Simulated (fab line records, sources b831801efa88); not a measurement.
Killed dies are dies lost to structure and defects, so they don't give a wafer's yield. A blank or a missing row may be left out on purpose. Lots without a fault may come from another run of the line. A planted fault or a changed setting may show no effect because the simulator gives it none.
Which tool did it? | flow sky130 | 12 lots, 36 wafers sampled, at 1 step of a route of 708

WHAT THE GAUGES READ, wafer by wafer
SKY_CONTACT_BOW_MEAS_05.
lot  | measured     | on            | CONTACT_BOW (um)
L075 | day 30 16:26 | film_metro-01 | 82 72 90
L077 | day 31 07:46 | film_metro-01 | 86 78 70
L079 | day 32 22:29 | film_metro-02 | 87 75 79
L081 | day 33 04:59 | film_metro-01 | 75 73 85
L082 | day 33 11:19 | film_metro-01 | 100 88 83
L085 | day 34 06:13 | film_metro-03 | 76 81 85
L087 | day 34 20:47 | film_metro-03 | 98 91 89
L089 | day 35 06:49 | film_metro-01 | 86 83 94
L091 | day 35 22:56 | film_metro-02 | 76 85 84
L094 | day 36 22:22 | film_metro-03 | 84 75 88
L095 | day 37 18:03 | film_metro-01 | 76 77 83
L097 | day 37 20:10 | film_metro-03 | 82 93 84

WHICH TOOL RAN EACH LOT (tool, then ch and the chambers of the sampled wafers, then the start)
The record holds no process step before these readings.

THE ANSWER, worked out from the rows above alone
Rule: what is usual is taken from the lots themselves. Put in order of their means at a reading, lots are off if they are a third of the lots or fewer, leave a main group of 4 or more, and stand apart from it by a gap of 3 or more times the standard deviation of the main group's means; of several such gaps the widest counts. A main group whose means are all the same, to the digits that the tables above print for the reading, isn't used. A lot without any number at a reading at which 4 lots or more have one is off too. The other lots that the step has rows for count as sound.
No lot is off at any reading shown: from this, nothing can be told.

WHAT THE SIMULATOR HAD PUT IN
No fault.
